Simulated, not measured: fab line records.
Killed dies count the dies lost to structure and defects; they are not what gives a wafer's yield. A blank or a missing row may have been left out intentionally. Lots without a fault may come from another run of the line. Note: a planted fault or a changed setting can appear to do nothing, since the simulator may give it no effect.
The tool behind it: which one? || flow gf180mcu || 33 wafers from 11 lots sampled at 4 of the route's 602 steps

== WHAT EACH GAUGE READ, for each wafer ==
GF_NWELL_OVL_MEAS_07. Usual: NWELL_OVL -0.3 nm, standard deviation 1.6.
{"lot": "L315", "measured": "day 3 07:31", "on": "overlay-02", "NWELL_OVL (nm)": "0.6 0.3 0.5", "flag": ""}
{"lot": "L319", "measured": "day 4 03:44", "on": "overlay-02", "NWELL_OVL (nm)": "1.3 0.1 3.3", "flag": ""}
{"lot": "L320", "measured": "day 4 10:38", "on": "overlay-01", "NWELL_OVL (nm)": "-0.2 0.8 1.0", "flag": ""}
{"lot": "L322", "measured": "day 4 21:08", "on": "overlay-02", "NWELL_OVL (nm)": "0.4 -0.6 0.3", "flag": ""}
{"lot": "L323", "measured": "day 5 03:11", "on": "overlay-02", "NWELL_OVL (nm)": "1.4 0.8 -0.1", "flag": ""}
{"lot": "L324", "measured": "day 5 08:48", "on": "overlay-01", "NWELL_OVL (nm)": "-1.9 -1.5 -1.4", "flag": ""}
{"lot": "L325", "measured": "day 5 13:17", "on": "overlay-02", "NWELL_OVL (nm)": "-0.5 0.0 0.4", "flag": ""}
{"lot": "L329", "measured": "day 6 13:56", "on": "overlay-01", "NWELL_OVL (nm)": "-0.4 -0.9 -1.9", "flag": ""}
{"lot": "L330", "measured": "day 6 20:32", "on": "overlay-02", "NWELL_OVL (nm)": "-0.7 -0.8 -1.7", "flag": ""}
{"lot": "L334", "measured": "day 7 15:04", "on": "overlay-01", "NWELL_OVL (nm)": "0.0 -1.5 -0.9", "flag": ""}
{"lot": "L335", "measured": "day 7 22:36", "on": "overlay-02", "NWELL_OVL (nm)": "-2.8 -2.5 -2.1", "flag": ""}

GF_HV_LDD_THK_MEAS_57. Usual: HV_LDD_CVD_56_THK 90.0 nm, standard deviation 0.79.
{"lot": "L315", "measured": "day 12 18:04", "on": "film_metro-02", "HV_LDD_CVD_56_THK (nm)": "90.3 90.0 90.3", "flag": ""}
{"lot": "L319", "measured": "day 14 04:38", "on": "film_metro-02", "HV_LDD_CVD_56_THK (nm)": "90.3 90.2 90.5", "flag": ""}
{"lot": "L320", "measured": "day 14 09:09", "on": "film_metro-01", "HV_LDD_CVD_56_THK (nm)": "88.6 89.3 88.5", "flag": ""}
{"lot": "L322", "measured": "day 15 04:28", "on": "film_metro-01", "HV_LDD_CVD_56_THK (nm)": "90.0 91.3 89.8", "flag": ""}
{"lot": "L323", "measured": "day 15 03:59", "on": "film_metro-01", "HV_LDD_CVD_56_THK (nm)": "90.3 90.4 90.7", "flag": ""}
{"lot": "L324", "measured": "day 15 20:41", "on": "film_metro-02", "HV_LDD_CVD_56_THK (nm)": "89.9 89.8 90.1", "flag": ""}
{"lot": "L325", "measured": "day 15 20:02", "on": "film_metro-04", "HV_LDD_CVD_56_THK (nm)": "89.1 90.0 89.8", "flag": ""}
{"lot": "L329", "measured": "day 17 04:23", "on": "film_metro-01", "HV_LDD_CVD_56_THK (nm)": "107.1 107.1 107.7", "flag": "OFF"}
{"lot": "L330", "measured": "day 17 16:00", "on": "film_metro-04", "HV_LDD_CVD_56_THK (nm)": "106.5 106.4 105.8", "flag": "OFF"}
{"lot": "L334", "measured": "day 18 23:06", "on": "film_metro-04", "HV_LDD_CVD_56_THK (nm)": "90.5 90.4 90.7", "flag": ""}
{"lot": "L335", "measured": "day 19 06:06", "on": "film_metro-01", "HV_LDD_CVD_56_THK (nm)": "90.5 90.4 90.2", "flag": ""}

== WHAT TOOL EACH LOT RAN ON (gives the tool, then ch and the chambers of the sampled wafers, and finally the start) ==
{"lot": "L315", "GF_VT_IMPLANT_STRIP_09": "plasma_asher-03 ch 0,1, day 5 15:01", "GF_HV_LDD_CVD_56": "lpcvd-02 ch 1, day 12 16:38"}
{"lot": "L319", "GF_VT_IMPLANT_STRIP_09": "plasma_asher-01 ch 0,1, day 6 14:46", "GF_HV_LDD_CVD_56": "lpcvd-02 ch 1, day 14 03:13"}
{"lot": "L320", "GF_VT_IMPLANT_STRIP_09": "plasma_asher-02 ch 0,1, day 6 21:43", "GF_HV_LDD_CVD_56": "lpcvd-02 ch 1, day 14 07:43"}
{"lot": "L322", "GF_VT_IMPLANT_STRIP_09": "plasma_asher-03 ch 0,1, day 7 10:46", "GF_HV_LDD_CVD_56": "lpcvd-02 ch 0, day 15 03:02"}
{"lot": "L323", "GF_VT_IMPLANT_STRIP_09": "plasma_asher-02 ch 0,1, day 7 16:01", "GF_HV_LDD_CVD_56": "lpcvd-01 ch 1, day 15 02:34"}
{"lot": "L324", "GF_VT_IMPLANT_STRIP_09": "plasma_asher-03 ch 0,1, day 7 23:01", "GF_HV_LDD_CVD_56": "lpcvd-01 ch 1, day 15 19:14"}
{"lot": "L325", "GF_VT_IMPLANT_STRIP_09": "plasma_asher-03 ch 0,1, day 8 05:31", "GF_HV_LDD_CVD_56": "lpcvd-02 ch 0, day 15 18:37"}
{"lot": "L329", "GF_VT_IMPLANT_STRIP_09": "plasma_asher-03 ch 0,1, day 9 06:07", "GF_HV_LDD_CVD_56": "lpcvd-01 ch 1, day 17 02:58"}
{"lot": "L330", "GF_VT_IMPLANT_STRIP_09": "plasma_asher-02 ch 0,1, day 9 14:01", "GF_HV_LDD_CVD_56": "lpcvd-01 ch 1, day 17 14:34"}
{"lot": "L334", "GF_VT_IMPLANT_STRIP_09": "plasma_asher-01 ch 0,1, day 10 09:28", "GF_HV_LDD_CVD_56": "lpcvd-02 ch 0, day 18 21:38"}
{"lot": "L335", "GF_VT_IMPLANT_STRIP_09": "plasma_asher-01 ch 0,1, day 10 17:56", "GF_HV_LDD_CVD_56": "lpcvd-02 ch 0, day 19 04:40"}
- GF_VT_IMPLANT_STRIP_09: strips in O2/N2.
- GF_HV_LDD_CVD_56: deposits Si3N4 from DCS/NH3, target thk 90 nm, time 1543 s.

== WHAT THE TOOLS THEMSELVES READ (means of the sampled wafers that have a number; where no wafer has one, the mark that the record gives instead) ==
GF_VT_IMPLANT_STRIP_09. Usual: drypump_motor_current_A 5.7 A, standard deviation 0.44; heater_power_w 368 W, standard deviation 28; oes_product_au 0.717 a.u., standard deviation 0.0047; strip_time_to_endpoint_s 12.64 s, standard deviation 0.034.
{"lot": "L315", "tool": "plasma_asher-03", "drypump_motor_current_A (A)": 5.9, "heater_power_w (W)": 395, "oes_product_au (a.u.)": 0.714, "strip_time_to_endpoint_s (s)": 12.64, "flag": ""}
{"lot": "L319", "tool": "plasma_asher-01", "drypump_motor_current_A (A)": 5.5, "heater_power_w (W)": 340, "oes_product_au (a.u.)": 0.717, "strip_time_to_endpoint_s (s)": 12.67, "flag": ""}
{"lot": "L320", "tool": "plasma_asher-02", "drypump_motor_current_A (A)": 5.3, "heater_power_w (W)": 345, "oes_product_au (a.u.)": 0.718, "strip_time_to_endpoint_s (s)": 12.65, "flag": ""}
{"lot": "L322", "tool": "plasma_asher-03", "drypump_motor_current_A (A)": 6.1, "heater_power_w (W)": 391, "oes_product_au (a.u.)": 0.713, "strip_time_to_endpoint_s (s)": 12.62, "flag": ""}
{"lot": "L323", "tool": "plasma_asher-02", "drypump_motor_current_A (A)": 5.3, "heater_power_w (W)": 344, "oes_product_au (a.u.)": 0.714, "strip_time_to_endpoint_s (s)": 12.65, "flag": ""}
{"lot": "L324", "tool": "plasma_asher-03", "drypump_motor_current_A (A)": 5.8, "heater_power_w (W)": 396, "oes_product_au (a.u.)": 0.717, "strip_time_to_endpoint_s (s)": 12.66, "flag": ""}
{"lot": "L325", "tool": "plasma_asher-03", "drypump_motor_current_A (A)": 6.1, "heater_power_w (W)": 384, "oes_product_au (a.u.)": 0.713, "strip_time_to_endpoint_s (s)": 12.64, "flag": ""}
{"lot": "L329", "tool": "plasma_asher-03", "drypump_motor_current_A (A)": 5.9, "heater_power_w (W)": 397, "oes_product_au (a.u.)": 0.718, "strip_time_to_endpoint_s (s)": 12.63, "flag": ""}
{"lot": "L330", "tool": "plasma_asher-02", "drypump_motor_current_A (A)": 5.3, "heater_power_w (W)": 349, "oes_product_au (a.u.)": 0.719, "strip_time_to_endpoint_s (s)": 12.62, "flag": ""}
{"lot": "L334", "tool": "plasma_asher-01", "drypump_motor_current_A (A)": 5.7, "heater_power_w (W)": 345, "oes_product_au (a.u.)": 0.723, "strip_time_to_endpoint_s (s)": 12.66, "flag": ""}
{"lot": "L335", "tool": "plasma_asher-01", "drypump_motor_current_A (A)": 5.5, "heater_power_w (W)": 343, "oes_product_au (a.u.)": 0.719, "strip_time_to_endpoint_s (s)": 12.68, "flag": ""}

GF_HV_LDD_CVD_56. Usual: spike_tc_upper_C 770.0 C, standard deviation 1.3; zone_power_top_pct 25.5 %, standard deviation 0.92.
{"lot": "L315", "tool": "lpcvd-02", "spike_tc_upper_C (C)": 767.6, "zone_power_top_pct (%)": 25.0, "flag": ""}
{"lot": "L319", "tool": "lpcvd-02", "spike_tc_upper_C (C)": 768.9, "zone_power_top_pct (%)": 25.3, "flag": ""}
{"lot": "L320", "tool": "lpcvd-02", "spike_tc_upper_C (C)": 769.7, "zone_power_top_pct (%)": 25.2, "flag": ""}
{"lot": "L322", "tool": "lpcvd-02", "spike_tc_upper_C (C)": 770.3, "zone_power_top_pct (%)": 24.8, "flag": ""}
{"lot": "L323", "tool": "lpcvd-01", "spike_tc_upper_C (C)": 770.9, "zone_power_top_pct (%)": 26.6, "flag": ""}
{"lot": "L324", "tool": "lpcvd-01", "spike_tc_upper_C (C)": 770.9, "zone_power_top_pct (%)": 26.3, "flag": ""}
{"lot": "L325", "tool": "lpcvd-02", "spike_tc_upper_C (C)": 771.6, "zone_power_top_pct (%)": 24.8, "flag": ""}
{"lot": "L329", "tool": "lpcvd-01", "spike_tc_upper_C (C)": 770.4, "zone_power_top_pct (%)": 26.8, "flag": ""}
{"lot": "L330", "tool": "lpcvd-01", "spike_tc_upper_C (C)": 770.4, "zone_power_top_pct (%)": 26.6, "flag": ""}
{"lot": "L334", "tool": "lpcvd-02", "spike_tc_upper_C (C)": 768.9, "zone_power_top_pct (%)": 24.6, "flag": ""}
{"lot": "L335", "tool": "lpcvd-02", "spike_tc_upper_C (C)": 770.2, "zone_power_top_pct (%)": 24.5, "flag": ""}

== THE ANSWER, worked out from the rows above alone ==
Rule: a lot counts as off when the mean over its wafers that have a number is more than 3 standard deviations away from the usual mean. Also off: a lot with no number at a reading for which 4 or more lots have one. All remaining lots with rows at the step are treated as sound. The gauges are gone through in route order, then the tools' own readings, and for those a lot's mean is taken as printed above. The first step at which some lot is off is used, and at that step the reading that is off furthest; a lot without a number counts as furthest.
Off: at GF_HV_LDD_THK_MEAS_57 (HV_LDD_CVD_56_THK), L329, L330.
If a tool, at a process step before that reading, ran all the lots that are off and no sound lot after the first of them, it fits. Those tools and the gauges at GF_HV_LDD_THK_MEAS_57 are tried in the same way. One fits: GF_HV_LDD_CVD_56 on lpcvd-01. Its last sound lot is L324 (day 15 19:14), its first lot that is off L329 (day 17 02:58): a fault that began between those two fits.

== WHAT WAS PUT IN BY THE SIMULATOR ==
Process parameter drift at GF_HV_LDD_CVD_56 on lpcvd-01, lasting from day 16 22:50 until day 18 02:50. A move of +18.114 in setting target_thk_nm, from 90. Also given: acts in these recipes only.
Shown lots that were struck: L329, L330. The rule above reached the same finding.
